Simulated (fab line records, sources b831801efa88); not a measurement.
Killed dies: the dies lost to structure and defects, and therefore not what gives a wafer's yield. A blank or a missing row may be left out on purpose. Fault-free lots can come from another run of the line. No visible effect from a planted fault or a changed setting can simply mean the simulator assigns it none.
What tool caused it? || flow sky130 || 6 lots, 16 wafers sampled, at 2 steps of a route of 708

## WHAT THE GAUGES READ, wafer by wafer
SKY_SONOS_ONO_THK_MEAS_01.
{"lot": "L711", "measured": "day 12 03:23", "on": "film-metro-03", "SONOS_ONO_OXIDATION_THK (nm)": "2.64 2.61 2.60"}
{"lot": "L716", "measured": "day 14 01:29", "on": "film-metro-04", "SONOS_ONO_OXIDATION_THK (nm)": "2.68 2.66 2.69"}
{"lot": "L719", "measured": "day 15 00:04", "on": "film-metro-03", "SONOS_ONO_OXIDATION_THK (nm)": "2.48 2.57 2.61"}
{"lot": "L722", "measured": "day 15 22:44", "on": "film-metro-01", "SONOS_ONO_OXIDATION_THK (nm)": "2.64 2.68 2.68"}
{"lot": "L728", "measured": "day 17 18:21", "on": "film-metro-04", "SONOS_ONO_OXIDATION_THK (nm)": "2.67 2.68"}
{"lot": "L731", "measured": "day 19 08:56", "on": "film-metro-04", "SONOS_ONO_OXIDATION_THK (nm)": "2.65 2.63"}

## TOOL THAT RAN EACH LOT (tool first, then ch and the chambers of the sampled wafers, then the start)
{"lot": "L711", "SKY_VT_ADJUST_PCH_STRIP_09": "plasma-asher-03 ch 0,1, day 11 00:40"}
{"lot": "L716", "SKY_VT_ADJUST_PCH_STRIP_09": "plasma-asher-04 ch 0,1, day 12 18:29"}
{"lot": "L719", "SKY_VT_ADJUST_PCH_STRIP_09": "plasma-asher-03 ch 0,1, day 13 17:01"}
{"lot": "L722", "SKY_VT_ADJUST_PCH_STRIP_09": "plasma-asher-02 ch 0,1, day 14 16:46"}
{"lot": "L728", "SKY_VT_ADJUST_PCH_STRIP_09": "plasma-asher-02 ch 0,1, day 16 10:16"}
{"lot": "L731", "SKY_VT_ADJUST_PCH_STRIP_09": "plasma-asher-03 ch 0, day 18 01:05"}
- SKY_VT_ADJUST_PCH_STRIP_09: strips in O2/N2.

## THE ANSWER, worked out from the rows above alone
Rule: what is usual is taken from the lots themselves. The widest of any qualifying gaps counts: lots, ordered by their means at a reading, are off when they make up no more than a third of the lots, leave a main group of 4 or more, and stand apart from it by 3 or more times the standard deviation of that group's means. The tables above print the reading to a certain number of digits; a main group whose means all agree to those digits is not used. A lot without any number at a reading at which 4 lots or more have one is off too. Where the step has rows for the other lots, those lots are counted as sound.
None of the lots is off at any reading shown; this tells nothing.

## WHAT THE SIMULATOR HAD PUT IN
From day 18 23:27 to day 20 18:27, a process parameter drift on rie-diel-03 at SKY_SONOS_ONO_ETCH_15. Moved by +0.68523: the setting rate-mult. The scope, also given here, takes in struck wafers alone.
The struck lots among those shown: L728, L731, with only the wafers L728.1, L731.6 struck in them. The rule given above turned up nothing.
